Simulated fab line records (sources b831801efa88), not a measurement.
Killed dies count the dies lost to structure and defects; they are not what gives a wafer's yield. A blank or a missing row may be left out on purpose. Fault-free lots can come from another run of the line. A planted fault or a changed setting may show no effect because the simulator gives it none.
fab line records	flow sky130
record: lots: 7	wafers: 21	lastDay: 49
route steps=708 shown LDD_P@259 LDD_HVN@267 PAD_OPEN@708
lots with no fault: from the same line, run without faults
startH: start of the lot's first displayed wafer, in hours after the record's first day	waitH: hours since the lot's step before	" repeats the value in the row above	L1.1+2: one row covering several wafers at once	- no value, or no start given	* or withheld: withheld	< > ~ a bound
route shown NAME@n: names a module that has steps shown in the file, with the first one's number in the route	usual: average and standard deviation across the fault-free wafers	same: alike in all rows	chamber/n: place in a boat	sites: readings site by site	_std_site: the values' standard deviation	_edge_site: inner sites' mean taken away from outer sites' mean	radiusMm: for every site, how far away it sits from the centre of the wafer	mask NAME#n: copy n	behind: the tool/chamber that last shaped the wafer	hold: why the lot went on hold/how many hours it stayed there/how the hold came to an end	device: whichever transistor did not switch (one of n, p or np)	end of line: the same wafers' tests at the end of the route	a step given without rows: its recipe and nothing more	killed: count of dies lost to structure and defects at first sort (not the wafer's yield)	map: shows each die of a wafer: x if killed, . if not, _ if none is there
set.NAME: the run value of the setting; set.NAME@STEP: its run value at that earlier step	model.NAME: the simulator's own value behind a step, which no gauge read
lots at some steps of the route; a table a step, a row a wafer
services: when a tool's chamber went out of use (startH, in hours from the record's first day, below 0 if earlier), for how many hours, and the reason
== steps ==
step: SKY_LDD_P_EXPOSE_04
recipe: maskId: PSDM	na: 0.6	sourceShape: conventional	sigmaOuter: 0.6	polarization: unpolarized	targetCdNm: 380	doseMj: 138
step: SKY_LDD_P_PEB_05
recipe: tempC: withheld	timeS: *	resist: NOVOLAK
step: SKY_LDD_P_DEVELOP_06
recipe: resist: NOVOLAK	developer: TMAH	developTimeS: 60	devTempC: 23
step: SKY_LDD_P_CD_MEAS_07
recipe: targetCdNm: 380
usual: cdNm: 380.2/2.6
lot.wafer	tool	chamber	startH	waitH	cdNm
L107.1	cdSem-02	-	443.85	0.1	381.9
L107.3	"	-	"	"	382.9
L107.5	"	-	"	"	382.8
L109.1	cdSem-02	-	463.69	0.1	378.9
L109.3	"	-	"	"	379.6
L109.6	"	-	"	"	375.6
L113.4	cdSem-02	-	506.13	0.1	383.0
L113.5	"	-	"	"	383.0
L113.6	"	-	"	"	381.3
L114.3	cdSem-01	-	517.69	0.1	376.3
L114.4	"	-	"	"	376.2
L114.5	"	-	"	"	377.9
L120.2	cdSem-01	-	576.69	0.1	382.3
L120.4	"	-	"	"	379.0
L120.6	"	-	"	"	385.3
L122.1	cdSem-01	-	598.69	0.1	382.0
L122.4	"	-	"	"	380.2
L122.6	"	-	"	"	380.3
L123.1	cdSem-01	-	601.97	0.1	379.7
L123.4	"	-	"	"	379.4
L123.5	"	-	"	"	379.5
step: SKY_LDD_P_OVL_MEAS_08
usual: LDD_P_OVL: -2.1/1.9
lot.wafer	tool	chamber	startH	waitH	LDD_P_OVL[nm]
L107.1	overlay-02	-	443.97	0.1	-0.7
L107.3	"	-	"	"	-1.0
L107.5	"	-	"	"	-1.5
L109.1	overlay-02	-	463.81	0.1	-2.0
L109.3	"	-	"	"	-2.1
L109.6	"	-	"	"	-0.1
L113.4	overlay-02	-	506.21	0.1	-4.0
L113.5	"	-	"	"	-5.3
L113.6	"	-	"	"	-4.2
L114.3	overlay-02	-	517.78	0.1	2.1
L114.4	"	-	"	"	1.4
L114.5	"	-	"	"	1.2
L120.2	overlay-02	-	576.80	0.1	-4.1
L120.4	"	-	"	"	-3.8
L120.6	"	-	"	"	-4.6
L122.1	overlay-02	-	598.81	0.1	-1.7
L122.4	"	-	"	"	-2.0
L122.6	"	-	"	"	-2.4
L123.1	overlay-02	-	602.09	0.1	-3.6
L123.4	"	-	"	"	-5.3
L123.5	"	-	"	"	-3.2
step: SKY_LDD_P_IMPLANT_09
recipe: species: BF2	energyKev: 25	doseCm2: 1e+13	tiltDeg: withheld
step: SKY_LDD_P_STRIP_10
recipe: chemistry: O2/N2	powerW: 1400	pressureMtorr: 1500	platenTempC: withheld	o2FlowSccm: 3000	n2FlowSccm: 300	overashFraction: 0.5
usual: drypumpMotorCurrentA: 5.8/0.3	oesProductAu: 0.716/0.0048	stripTimeToEndpointS: 14.18/0.031
lot.wafer	tool	chamber	startH	waitH	drypumpMotorCurrentA	oesProductAu	rfHoursCounterH	stripTimeToEndpointS
L107.1	plasmaAsher-03	1	444.15	0.1	5.4	0.710	74	14.16
L107.3	"	0	"	"	6.0	0.713	-	14.20
L107.5	"	1	"	"	5.4	0.720	-	14.18
L109.1	plasmaAsher-04	0	464.00	0.1	6.2	0.721	3	14.16
L109.3	"	1	"	"	5.5	0.718	-	14.14
L109.6	"	1	"	"	5.5	0.714	-	14.20
L113.4	plasmaAsher-03	1	506.41	0.1	5.4	0.711	-	14.18
L113.5	"	1	"	"	5.4	0.723	-	14.17
L113.6	"	0	"	"	6.0	0.723	-	14.21
L114.3	plasmaAsher-04	0	517.99	0.1	6.2	0.718	-	14.18
L114.4	"	1	"	"	5.6	0.712	-	14.15
L114.5	"	0	"	"	6.2	0.719	-	14.18
L120.2	plasmaAsher-03	1	576.98	0.1	5.4	0.720	87	14.20
L120.4	"	0	"	"	5.9	0.718	-	14.21
L120.6	"	1	"	"	5.4	0.720	-	14.19
L122.1	plasmaAsher-03	0	599.00	0.1	6.0	0.713	89	14.17
L122.4	"	1	"	"	5.4	0.716	-	14.19
L122.6	"	0	"	"	6.0	0.715	-	14.21
L123.1	plasmaAsher-01	1	602.28	0.1	5.6	0.706	49	14.14
L123.4	"	0	"	"	6.1	0.718	-	14.25
L123.5	"	0	"	"	6.1	0.712	-	14.18
step: SKY_LDD_P_TW_MEAS_11
usual: LDD_P_TW: 636/4.7
lot.wafer	tool	chamber	startH	waitH	LDD_P_TW
L107.1	filmMetro-04	-	444.25	0.1	629
L107.3	"	-	"	"	630
L107.5	"	-	"	"	630
L109.1	filmMetro-02	-	464.10	0.1	636
L109.3	"	-	"	"	635
L109.6	"	-	"	"	634
L113.4	filmMetro-02	-	506.51	0.1	638
L113.5	"	-	"	"	637
L113.6	"	-	"	"	640
L114.3	filmMetro-04	-	518.07	0.1	635
L114.4	"	-	"	"	631
L114.5	"	-	"	"	633
L120.2	filmMetro-02	-	577.09	0.1	644
L120.4	"	-	"	"	642
L120.6	"	-	"	"	645
L122.1	filmMetro-04	-	599.10	0.1	634
L122.4	"	-	"	"	635
L122.6	"	-	"	"	635
L123.1	filmMetro-02	-	602.38	0.1	639
L123.4	"	-	"	"	639
L123.5	"	-	"	"	640
step: SKY_LDD_HVN_DEHYDRATE_00
recipe: tempC: 200	timeS: 60
step: SKY_LDD_HVN_HMDS_01
recipe: primeTimeS: 60	primeTempC: 120
step: SKY_LDD_HVN_COAT_02
recipe: resist: NOVOLAK	spinRpm: 3000	resistThkNm: 300
step: SKY_LDD_HVN_SOFTBAKE_03
recipe: tempC: 90	timeS: 60	resist: NOVOLAK
step: SKY_LDD_HVN_EXPOSE_04
recipe: maskId: HVNTM	na: 0.6	sourceShape: conventional	sigmaOuter: 0.6	polarization: unpolarized	targetCdNm: 700	doseMj: 127
usual: exposureDoseMJCm2: 127.00/0.11
lot.wafer	tool	chamber	startH	waitH	mask	exposureDoseMJCm2
L107.1	ilineStepper-01	0	460.05	-	HVNTM#0	127.07
L107.3	"	0	"	"	HVNTM#0	127.04
L107.5	"	0	"	"	HVNTM#0	127.02
L109.1	ilineStepper-02	0	479.69	-	HVNTM#0	127.02
L109.3	"	0	"	"	HVNTM#0	126.99
L109.6	"	0	"	"	HVNTM#0	127.05
L113.4	ilineStepper-01	0	521.83	-	HVNTM#0	126.95
L113.5	"	0	"	"	HVNTM#0	126.96
L113.6	"	0	"	"	HVNTM#0	127.04
L114.3	ilineStepper-02	0	532.98	-	HVNTM#0	127.18
L114.4	"	0	"	"	HVNTM#0	126.98
L114.5	"	0	"	"	HVNTM#0	126.99
L120.2	ilineStepper-01	0	591.96	-	HVNTM#0	129.84
L120.4	"	0	"	"	HVNTM#0	129.85
L120.6	"	0	"	"	HVNTM#0	129.88
L122.1	ilineStepper-01	0	613.62	-	HVNTM#0	130.03
L122.4	"	0	"	"	HVNTM#0	130.01
L122.6	"	0	"	"	HVNTM#0	130.02
L123.1	ilineStepper-01	0	616.92	-	HVNTM#0	130.11
L123.4	"	0	"	"	HVNTM#0	129.89
L123.5	"	0	"	"	HVNTM#0	129.83
step: SKY_LDD_HVN_PEB_05
recipe: tempC: withheld	timeS: *	resist: NOVOLAK
step: SKY_PAD_OPEN_PROBE_99
usual: killed_at_M0_to_M3: 44/7.3	killed_at_M4_up: 3.1/1.6	killedAtContacts: 24/5.4	killedAtFrontEnd: 15/4	killedAtOther: 0.2/0.49	killedDies: 86/10	killedOpen: 48/7.3	killedShort: 38/6.3
same: grossDies: 492	killedAtBackSide: 0
lot.wafer	tool	chamber	startH	waitH	killed_at_M0_to_M3	killed_at_M4_up	killedAtContacts	killedAtFrontEnd	killedAtOther	killedDies	killedOpen	killedShort
L107.1	prober-02	-	1084.33	0.1	36	4	30	8	0	78	51	27
L107.3	prober-02	-	1084.43	0.2	42	2	25	14	0	83	47	36
L107.5	prober-02	-	1084.53	0.2	36	3	31	18	0	88	50	38
L109.1	prober-02	-	1094.31	0.1	45	1	22	20	0	88	50	38
L109.3	prober-02	-	1094.41	0.2	56	4	22	22	1	105	49	56
L109.6	prober-02	-	1094.56	0.2	39	0	19	15	1	74	40	34
L113.4	prober-02	-	1121.22	0.2	46	4	21	14	0	85	52	33
L113.5	prober-02	-	1121.27	0.2	42	2	29	13	0	86	48	38
L113.6	prober-02	-	1121.32	0.2	38	2	22	11	0	73	43	30
L114.3	prober-01	-	1127.89	0.2	51	3	22	13	0	89	52	37
L114.4	prober-01	-	1127.94	0.2	44	4	28	15	0	91	55	36
L114.5	prober-01	-	1127.99	0.2	34	1	23	18	0	76	35	41
L120.2	prober-01	-	1165.59	0.1	53	7	26	17	0	103	52	51
L120.4	prober-01	-	1165.69	0.2	48	4	32	18	2	104	61	43
L120.6	prober-01	-	1165.79	0.2	42	3	29	12	0	86	44	42
L123.1	prober-01	-	1182.37	0.1	46	1	21	9	0	77	47	30
L123.4	prober-01	-	1182.52	0.2	45	3	15	13	0	76	38	38
L123.5	prober-01	-	1182.57	0.2	37	5	21	15	0	78	43	35
L122.1	prober-02	-	1182.52	0.1	41	1	30	25	0	97	58	39
L122.4	prober-02	-	1182.67	0.2	54	2	21	18	0	95	50	45
L122.6	prober-02	-	1182.77	0.2	46	3	24	17	1	91	50	41
killed by level:class
L107.1 VIA1:geometricParticle:open=13 LI_CONTACT:geometricParticle:open=12 VIA3:geometricParticle:open=8 CONTACT:geometricParticle:open=7 CONTACT:geometricParticle:short=6 VIA2:geometricParticle:open=4 VIA3:geometricParticle:short=4 SPACER:geometricParticle:short=3
L107.3 VIA1:geometricParticle:open=11 CONTACT:geometricParticle:open=8 CONTACT:geometricParticle:short=7 METAL2:geometricParticle:short=7 VIA2:geometricParticle:open=6 LI_CONTACT:geometricParticle:open=6 FIELD_ISO:geometricParticle:open=4 VIA3:geometricParticle:short=4
L107.5 VIA3:geometricParticle:open=15 CONTACT:geometricParticle:open=12 LOCAL_INTERCONNECT:geometricParticle:short=7 VIA1:geometricParticle:open=6 FIELD_ISO:geometricParticle:open=4 FIELD_ISO:geometricParticle:short=4 LI_CONTACT:geometricParticle:open=4 VIA1:geometricParticle:short=4
L109.1 VIA3:geometricParticle:open=12 CONTACT:geometricParticle:open=10 POLY_GATE:geometricParticle:short=7 VIA1:geometricParticle:open=7 METAL1:geometricParticle:short=6 POLY_GATE:geometricParticle:open=5 LI_CONTACT:geometricParticle:open=5 METAL2:geometricParticle:short=5
L109.3 VIA2:geometricParticle:open=13 METAL2:geometricParticle:short=11 LOCAL_INTERCONNECT:geometricParticle:short=8 VIA3:geometricParticle:open=7 CONTACT:geometricParticle:open=7 FIELD_ISO:geometricParticle:short=6 VIA1:geometricParticle:open=6 POLY_GATE:geometricParticle:open=5
L109.6 VIA3:geometricParticle:open=8 CONTACT:geometricParticle:open=7 VIA1:geometricParticle:open=6 METAL2:geometricParticle:short=6 VIA1:geometricParticle:short=5 VIA2:geometricParticle:short=5 FIELD_ISO:geometricParticle:short=4 FIELD_ISO:geometricParticle:open=4
L113.4 VIA1:geometricParticle:open=15 CONTACT:geometricParticle:open=12 VIA3:geometricParticle:open=7 VIA1:geometricParticle:short=6 CONTACT:geometricParticle:short=4 METAL1:geometricParticle:short=4 VIA2:geometricParticle:open=4 FIELD_ISO:geometricParticle:short=3
L113.5 VIA1:geometricParticle:open=15 LI_CONTACT:geometricParticle:open=8 CONTACT:geometricParticle:short=8 CONTACT:geometricParticle:open=6 LOCAL_INTERCONNECT:geometricParticle:short=5 VIA3:geometricParticle:open=5 METAL1:geometricParticle:short=4 VIA2:geometricParticle:open=4
L113.6 VIA1:geometricParticle:open=10 LI_CONTACT:geometricParticle:open=8 CONTACT:geometricParticle:short=6 VIA2:geometricParticle:open=5 POLY_GATE:geometricParticle:open=4 CONTACT:geometricParticle:open=4 VIA3:geometricParticle:open=4 METAL3:geometricParticle:short=4
L114.3 VIA1:geometricParticle:open=12 VIA2:geometricParticle:open=10 LI_CONTACT:geometricParticle:open=7 CONTACT:geometricParticle:open=7 METAL1:geometricParticle:short=7 VIA3:geometricParticle:open=6 FIELD_ISO:geometricParticle:open=4 POLY_GATE:geometricParticle:short=4
L114.4 VIA1:geometricParticle:open=14 LI_CONTACT:geometricParticle:open=14 VIA3:geometricParticle:open=9 CONTACT:geometricParticle:open=7 METAL2:geometricParticle:short=7 CONTACT:geometricParticle:short=5 METAL1:geometricParticle:short=5 FIELD_ISO:geometricParticle:short=4
L114.5 VIA1:geometricParticle:open=8 LI_CONTACT:geometricParticle:open=7 VIA1:geometricParticle:short=6 FIELD_ISO:geometricParticle:short=5 FIELD_ISO:geometricParticle:open=5 LOCAL_INTERCONNECT:geometricParticle:short=5 POLY_GATE:geometricParticle:open=4 LI_CONTACT:geometricParticle:short=4
L120.2 VIA1:geometricParticle:open=14 CONTACT:geometricParticle:open=11 VIA2:geometricParticle:open=7 METAL3:geometricParticle:short=6 VIA2:geometricParticle:short=6 CONTACT:geometricParticle:short=6 VIA1:geometricParticle:short=6 METAL4:geometricParticle:short=6
L120.4 CONTACT:geometricParticle:open=16 VIA1:geometricParticle:open=15 VIA3:geometricParticle:open=8 POLY_GATE:geometricParticle:short=6 CONTACT:geometricParticle:short=5 LI_CONTACT:geometricParticle:open=5 VIA1:geometricParticle:short=5 POLY_GATE:geometricParticle:open=4
L120.6 CONTACT:geometricParticle:open=11 VIA1:geometricParticle:open=10 LI_CONTACT:geometricParticle:open=8 METAL1:geometricParticle:short=6 VIA1:geometricParticle:short=6 POLY_GATE:geometricParticle:short=5 CONTACT:geometricParticle:short=5 VIA2:geometricParticle:open=5
L123.1 VIA3:geometricParticle:open=13 LI_CONTACT:geometricParticle:open=8 METAL1:geometricParticle:short=6 VIA2:geometricParticle:open=6 VIA1:geometricParticle:open=5 CONTACT:geometricParticle:open=4 LOCAL_INTERCONNECT:geometricParticle:open=3 CONTACT:geometricParticle:short=3
L122.1 CONTACT:geometricParticle:open=13 VIA1:geometricParticle:open=11 VIA3:geometricParticle:open=8 LI_CONTACT:geometricParticle:open=6 FIELD_ISO:geometricParticle:open=5 FIELD_ISO:geometricParticle:short=5 LOCAL_INTERCONNECT:geometricParticle:short=5 METAL1:geometricParticle:short=4
L123.4 VIA1:geometricParticle:open=10 LOCAL_INTERCONNECT:geometricParticle:short=8 VIA2:geometricParticle:short=7 VIA3:geometricParticle:open=6 FIELD_ISO:geometricParticle:short=5 VIA1:geometricParticle:short=5 VIA2:geometricParticle:open=5 FIELD_ISO:geometricParticle:open=4
L123.5 LI_CONTACT:geometricParticle:open=10 VIA1:geometricParticle:open=7 VIA2:geometricParticle:open=6 FIELD_ISO:geometricParticle:short=4 CONTACT:geometricParticle:open=4 METAL1:geometricParticle:short=4 VIA1:geometricParticle:short=4 VIA3:geometricParticle:open=4
L122.4 VIA1:geometricParticle:open=12 VIA2:geometricParticle:open=9 METAL1:geometricParticle:short=8 VIA3:geometricParticle:open=8 FIELD_ISO:geometricParticle:open=6 LI_CONTACT:geometricParticle:open=5 CONTACT:geometricParticle:short=5 CONTACT:geometricParticle:open=5
L122.6 VIA1:geometricParticle:open=10 VIA2:geometricParticle:open=9 CONTACT:geometricParticle:open=8 LI_CONTACT:geometricParticle:open=7 POLY_GATE:geometricParticle:short=6 FIELD_ISO:geometricParticle:short=5 VIA3:geometricParticle:open=5 CONTACT:geometricParticle:short=4
== services ==
tool	chamber	startH	hours	kind
plasmaAsher-04	-	421.25	9.0	pm
plasmaAsher-04	0	421.25	9.0	ventCycle
plasmaAsher-04	1	421.25	9.0	ventCycle
ilineStepper-01	-	424.88	1.7	pm
plasmaAsher-04	0	430.25	-	clean
plasmaAsher-04	1	430.25	-	clean
ilineStepper-01	-	482.66	18.8	repair
plasmaAsher-01	-	495.33	0.6	repair
plasmaAsher-03	-	496.51	2.9	repair
plasmaAsher-04	-	499.67	12.5	repair
ilineStepper-02	-	501.51	1.7	pm
plasmaAsher-04	-	554.89	1.1	repair
ilineStepper-02	-	588.24	2.1	pm
ilineStepper-02	-	590.33	-	consumableReplace:lamp
ilineStepper-01	-	611.02	0.6	repair
== key ==
firstSign: step: SKY_LDD_HVN_EXPOSE_04	reading: exposureDoseMJCm2	direction: up	sigmas: 26	usual: *	struck: *
effect none on later readings
metAt SKY_LDD_HVN_EXPOSE_04
struckWafers L120.2,L120.4,L120.6,L122.1,L122.4,L122.6,L123.1,L123.4,L123.5
testerLeftOut L120,L122,L123
onsetBetween 521.83 591.96
fault: kind: processParameterDrift	tool: ilineStepper-01	chamber: -	onsetH: 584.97	steps: SKY_LDD_HVN_EXPOSE_04	channel: doseMj	offset: 2.8822	shape: step	actsIn: theseRecipesOnly	stated: 127
testerLeftOut: of these lots the tester's yield and bins aren't shown, on N5 and GAA mostly nor the transistor test; their killed dies are dies lost to structure and defects alone, not to doping, threshold or leakage, so they don't give the yield
